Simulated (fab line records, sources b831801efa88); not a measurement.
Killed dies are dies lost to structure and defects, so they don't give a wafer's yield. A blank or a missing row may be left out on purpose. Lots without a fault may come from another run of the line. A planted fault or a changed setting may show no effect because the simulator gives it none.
fab line records | flow gf180mcu
record lots=5 wafers=15 last_day=34
route steps=602 shown V3@431
lots that met no fault: from a run of the same line without faults
start_h: hours from the record's first day to the start of the lot's first wafer shown | wait_h: hours since the lot's step before | " the same as in the row above | L1.1+2: a row that stands for several wafers | - no value, or no start given | * or withheld: withheld | < > ~ a bound
route shown NAME@n: a module of which the file shows steps, and the number in the route of the first | usual: mean/standard deviation of fault-free wafers | same: alike in all rows | chamber/n: place in a boat | sites: the reading at each site | _std_site: their standard deviation | _edge_site: outer sites' mean less inner sites' | radius_mm: how far each site lies from the wafer's centre | mask NAME#n: copy n | behind: the tool/chamber that last shaped the wafer | hold: why the lot was held/for how many hours/how that ended | device: the transistor (n, p or np) that didn't switch | end of line: the same wafers' tests at the end of the route | a step without rows: its recipe alone | killed: dies lost to structure and defects at the first sort, not the wafer's yield | map: a wafer's dies, x killed, . not, _ none there
set.NAME: the setting as run; set.NAME@STEP: as run at that earlier step | model.NAME: the simulator's own value behind a step, which no gauge read
lots at some steps of the route; a table a step, a row a wafer
services: from which hour (start_h, from the record's first day; less than 0 if before it) a tool's chamber was out of use, for how many hours, and why
## steps
# step GF_V3_CVD_02
# recipe material=SiO2 target_thk_nm=850 precursor=TEOS temp_c=400 time_s=94.851 rf_w=600
# usual heater_power_w=719/93
# columns lot.wafer tool chamber start_h wait_h heater_power_w
L074.1 pecvd-01 0 488.39 0.1 609
L074.2 " 2 " " 789
L074.5 " 1 " " 708
L085.3 pecvd-04 1 580.88 0.0 848
L085.4 " 2 " " 637
L085.5 " 0 " " 944
L088.3 pecvd-01 0 619.25 0.0 666
L088.4 " 1 " " 575
L088.6 " 0 " " 700
L094.1 pecvd-03 1 652.64 0.1 812
L094.4 " 0 " " 722
L094.6 " 2 " " 793
L096.3 pecvd-03 1 662.12 0.0 654
L096.5 " 0 " " 742
L096.6 " 2 " " 765
# step GF_V3_THK_MEAS_03
# recipe reads=SiO2_of_V3_CVD_02
# usual V3_CVD_02_THK=848/11
# columns lot.wafer tool chamber start_h wait_h V3_CVD_02_THK[nm]
L074.1 film_metro-03 - 488.46 0.0 846
L074.2 " - " " 849
L074.5 " - " " 860
L085.3 film_metro-02 - 580.97 0.1 844
L085.4 " - " " 849
L085.5 " - " " 852
L088.3 film_metro-02 - 619.34 0.1 831
L088.4 " - " " 840
L088.6 " - " " 838
L094.1 film_metro-01 - 652.71 0.0 841
L094.4 " - " " 856
L094.6 " - " " 860
L096.3 film_metro-02 - 662.21 0.1 834
L096.5 " - " " 840
L096.6 " - " " 846
# step GF_V3_CMP_04
# recipe material=SiO2 down_force_psi=4 platen_rpm=60 pad_velocity_m_s=0.94248
# usual edge_zone_pressure_frac=1.000/0.0049 motor_current_A=12.3/1.4 platen_rpm=60.00/0.044 time_to_endpoint_s=79/6
# columns lot.wafer tool chamber start_h wait_h edge_zone_pressure_frac motor_current_A platen_rpm time_to_endpoint_s
L074.1 cmp-02 0 488.52 0.1 0.994 12.6 59.98 86
L074.2 " 3 " " 0.991 14.0 60.00 79
L074.5 " 1 " " 0.995 13.5 60.04 89
L085.4 cmp-01 0 581.06 0.1 1.005 14.0 59.88 73
L085.3 " 2 " " 1.001 12.8 60.14 81
L085.5 " 0 " " 0.998 14.3 60.04 78
L088.4 cmp-02 0 619.43 0.1 1.008 12.1 60.03 85
L088.3 " 2 " " 1.009 10.8 60.02 70
L088.6 " 3 " " 0.987 13.6 59.96 74
L094.1 cmp-01 1 652.77 0.1 1.007 10.8 59.97 75
L094.4 " 2 " " 1.000 12.7 60.06 80
L094.6 " 1 " " 1.010 10.6 59.93 82
L096.3 cmp-01 3 662.40 0.2 1.000 10.1 59.91 70
L096.5 " 0 " " 1.010 14.5 60.01 66
L096.6 " 1 " " 0.999 10.7 60.03 77
# step GF_V3_BOW_MEAS_05
# recipe mode=bow
# usual V3_BOW=117/8.2
# columns lot.wafer tool chamber start_h wait_h V3_BOW[um]
L074.1 film_metro-02 - 488.82 0.2 127
L074.2 " - " " 133
L074.5 " - " " 130
L085.3 film_metro-01 - 581.35 0.1 126
L085.4 " - " " 125
L085.5 " - " " 119
L088.3 film_metro-01 - 619.72 0.1 105
L088.4 " - " " 117
L088.6 " - " " 110
L094.1 film_metro-01 - 653.07 0.2 104
L094.4 " - " " 102
L094.6 " - " " 109
L096.3 film_metro-02 - 662.59 0.1 116
L096.5 " - " " 113
L096.6 " - " " 119
# step GF_V3_DEHYDRATE_06
# recipe temp_c=200 time_s=60
# columns lot.wafer tool chamber start_h wait_h
L074.1+2+5 litho_track-01 0 500.51 11.7
L085.3+4+5 litho_track-04 0 591.87 10.5
L088.3+4+6 litho_track-03 0 629.52 9.8
L094.1+4+6 litho_track-01 0 661.91 8.8
L096.3+5+6 litho_track-01 0 671.21 8.6
# step GF_V3_HMDS_07
# recipe prime_time_s=60 prime_temp_c=120
# columns lot.wafer tool chamber start_h wait_h
L074.1+2+5 litho_track-01 0 500.66 0.1
L085.3+4+5 litho_track-04 0 592.02 0.1
L088.3+4+6 litho_track-03 0 629.67 0.1
L094.1+4+6 litho_track-01 0 662.06 0.1
L096.3+5+6 litho_track-01 0 671.36 0.1
# step GF_V3_COAT_08
# recipe resist=BARC temp_c=withheld time_s=withheld spin_rpm=withheld resist_thk_nm=withheld
# columns lot.wafer tool chamber start_h wait_h
L074.1+2+5 litho_track-01 0 500.81 0.1
L085.3+4+5 litho_track-04 0 592.17 0.1
L088.3+4+6 litho_track-03 0 629.82 0.1
L094.1+4+6 litho_track-01 0 662.21 0.1
L096.3+5+6 litho_track-01 0 671.51 0.1
# step GF_V3_COAT_09
# recipe resist=KrF spin_rpm=withheld resist_thk_nm=1000
# columns lot.wafer tool chamber start_h wait_h
L074.1+2+5 litho_track-01 0 - -
L085.3+4+5 litho_track-04 0 - -
L088.3+4+6 litho_track-03 0 - -
L094.1+4+6 litho_track-01 0 - -
L096.3+5+6 litho_track-01 0 - -
# step GF_V3_SOFTBAKE_10
# recipe temp_c=130 time_s=60 resist=KrF
# columns lot.wafer tool chamber start_h wait_h
L074.1+2+5 litho_track-01 0 - -
L085.3+4+5 litho_track-04 0 - -
L088.3+4+6 litho_track-03 0 - -
L094.1+4+6 litho_track-01 0 - -
L096.3+5+6 litho_track-01 0 - -
# step GF_V3_EXPOSE_11
# recipe mask_id=Via3 target_cd_nm=260 na=0.68 source_shape=conventional sigma_outer=0.6 dose_mj=38
# usual reticle_temp_C=23.01/0.13 stage_vel_mm_s=500.04/0.27
# columns lot.wafer tool chamber start_h wait_h mask reticle_temp_C stage_vel_mm_s
L074.1 krf_scanner-02 0 - - Via3#0 22.92 500.33
L074.2 " 0 " " Via3#0 22.91 500.69
L074.5 " 0 " " Via3#0 22.83 500.23
L085.3 krf_scanner-01 0 - - Via3#0 22.86 499.98
L085.4 " 0 " " Via3#0 22.95 499.80
L085.5 " 0 " " Via3#0 23.07 500.09
L088.3 krf_scanner-01 0 - - Via3#0 22.89 500.00
L088.4 " 0 " " Via3#0 23.04 499.90
L088.6 " 0 " " Via3#0 22.92 499.64
L094.1 krf_scanner-02 0 - - Via3#0 23.15 500.26
L094.4 " 0 " " Via3#0 23.19 500.09
L094.6 " 0 " " Via3#0 23.10 499.95
L096.3 krf_scanner-01 0 - - Via3#0 22.76 499.70
L096.5 " 0 " " Via3#0 23.02 500.13
L096.6 " 0 " " Via3#0 22.93 499.67
# step GF_V3_PEB_12
# recipe peb_temp_c=135 peb_time_s=90 resist=KrF
# columns lot.wafer tool chamber start_h wait_h
L074.1+2+5 litho_track-01 0 - -
L085.3+4+5 litho_track-03 0 - -
L088.3+4+6 litho_track-01 0 - -
L094.1+4+6 litho_track-03 0 - -
L096.3+5+6 litho_track-03 0 - -
## services
# columns tool chamber start_h hours kind
cmp-02 - 466.24 1.7 repair
krf_scanner-01 - 470.13 1.3 pm
krf_scanner-02 - 478.20 1.0 pm
cmp-02 - 497.83 3.9 pm
krf_scanner-02 - 505.81 0.8 pm
pecvd-03 - 514.79 2.8 pm
krf_scanner-01 - 525.45 0.2 repair
krf_scanner-01 - 534.31 4.6 repair
pecvd-03 1 537.54 18.7 repair
krf_scanner-01 - 538.94 1.0 pm
krf_scanner-02 - 548.55 1.1 repair
pecvd-03 2 550.17 22.3 repair
krf_scanner-01 - 550.22 2.1 repair
cmp-01 - 557.90 4.6 repair
krf_scanner-02 - 562.78 1.3 pm
cmp-01 - 564.30 3.7 pm
cmp-01 - 572.00 4.0 pm
krf_scanner-01 - 583.58 0.8 pm
cmp-01 - 622.64 0.9 repair
krf_scanner-01 - 635.03 4.0 pm
krf_scanner-01 - 646.03 1.3 pm
krf_scanner-01 - 660.18 6.3 repair
krf_scanner-01 - 662.71 1.8 repair
cmp-01 - 675.51 9.1 pm
## key
fault none
